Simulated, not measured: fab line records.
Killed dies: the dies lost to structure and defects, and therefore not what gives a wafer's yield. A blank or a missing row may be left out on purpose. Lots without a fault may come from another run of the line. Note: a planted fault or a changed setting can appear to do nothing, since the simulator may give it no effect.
A struck lot beside a sound one    flow gf180mcu    15 out of 602 route steps
Sound: wafers L421.2, L421.5, L421.6. Wafers L413.2, L413.3, L413.6 were the ones struck. The cause comes at the end.
For every step that has rows: the tool of each side, followed by ch and its chambers, followed by its first start. Under that, the readings that differ: sound wafers    struck wafers    difference of the means    sigmas: that difference in standard deviations of wafers without a fault.
alike: same words and numbers on both sides, and readings whose means sit less than 2 such deviations apart. not compared: any withheld reading, any reading some wafer has no value for, any bound like >300 that may hide the same value, and any number with overlapping values for which the record gives no deviation.
A row with sigmas, a row that says differs or no value, or rows on one side alone: a step with any of these is where the two part. Non-overlapping numbers with no deviation appear without sigmas and do not part them. A reading that every wafer of one side lacks parts them only if that side has two wafers or more.

GF_MIM_SPUTTER_07: material TiN, target thk 60 nm, time 50 s.
  sound: pvd_sputter-01 at day 30 17:13; struck: pvd_sputter-04 at day 28 19:43
  alike: throttle_valve_pct
GF_MIM_SPUTTER_08: material AlCu, target thk 200 nm, time 10.6 s.
  sound: pvd_sputter-01 at day 30 17:16; struck: pvd_sputter-04 at day 28 19:45
  alike: throttle_valve_pct
GF_MIM_SPUTTER_09: material TiN, target thk 35 nm, time 29.2 s.
  sound: pvd_sputter-01 at day 30 17:17; struck: pvd_sputter-04 at day 28 19:46
  alike: throttle_valve_pct
GF_MIM_RS_MEAS_10: uses a four-point probe to measure.
  sound: film_metro-03 at day 30 17:20; struck: film_metro-04 at day 28 19:52
  alike: MIM_ALCU_RS
GF_MIM_THK_MEAS_11: measures by xrf.
  sound: film_metro-03 at day 30 17:26; struck: film_metro-04 at day 28 19:58
  alike: MIM_ALCU_THK
then, 7 steps without rows for these wafers: GF_MIM_DEHYDRATE_12 (time 60 s); GF_MIM_HMDS_13 (prime time 60 s); GF_MIM_COAT_14 (resist thk 1000 nm); GF_MIM_SOFTBAKE_15 (time 60 s); GF_MIM_EXPOSE_16 (exposes mask FuseTop, target cd 2000 nm); GF_MIM_PEB_17; GF_MIM_DEVELOP_18 (develop time 60 s).
GF_MIM_METAL_ETCH_19: etches the open film in Cl2/BCl3, stops on Si3N4, target depth 324.5 nm, time 54.1 s.
  sound on rie_metal-03 ch 0,1, day 31 10:10; struck on rie_metal-02 ch 1, day 29 15:05
  no value came back on the struck wafers for any of 6 readings (bcl3_flow_sccm (sccm), bias_w (W) and others); on the sound wafers bcl3_flow_sccm (sccm) reads 39.96 39.90 39.82
reading                                   sound            struck             difference  sigmas
model.NOVOLAK_of_MIM_COAT_14.thk_nm (nm)  869 870.1 867.9  995.4 995.5 998.5  +127.5      
  not compared: rf_hours_counter_h
GF_MIM_STRIP_20: strips in O2/N2.
  sound on plasma_asher-04 ch 0,1, day 31 10:14; struck on plasma_asher-01 ch 0,1, day 29 15:12
reading                       sound              struck             difference  sigmas
oes_product_au (a.u.)         0.691 0.691 0.692  0.718 0.714 0.717  +0.025      +5
strip_time_to_endpoint_s (s)  11.22 11.21 11.21  12.58 12.59 12.61  +1.38       +27
  alike: chamber_pressure_mTorr, drypump_motor_current_A, heater_power_w
  not compared: rf_hours_counter_h
then, 1 step without rows for these wafers: GF_MIM_STRIP_21 (strips in post etch residue remover, time 1200 s).

## WHERE THEY PART
Last at GF_MIM_STRIP_20 as far as this record goes, first at GF_MIM_METAL_ETCH_19.

WHY: whatever the simulator had introduced
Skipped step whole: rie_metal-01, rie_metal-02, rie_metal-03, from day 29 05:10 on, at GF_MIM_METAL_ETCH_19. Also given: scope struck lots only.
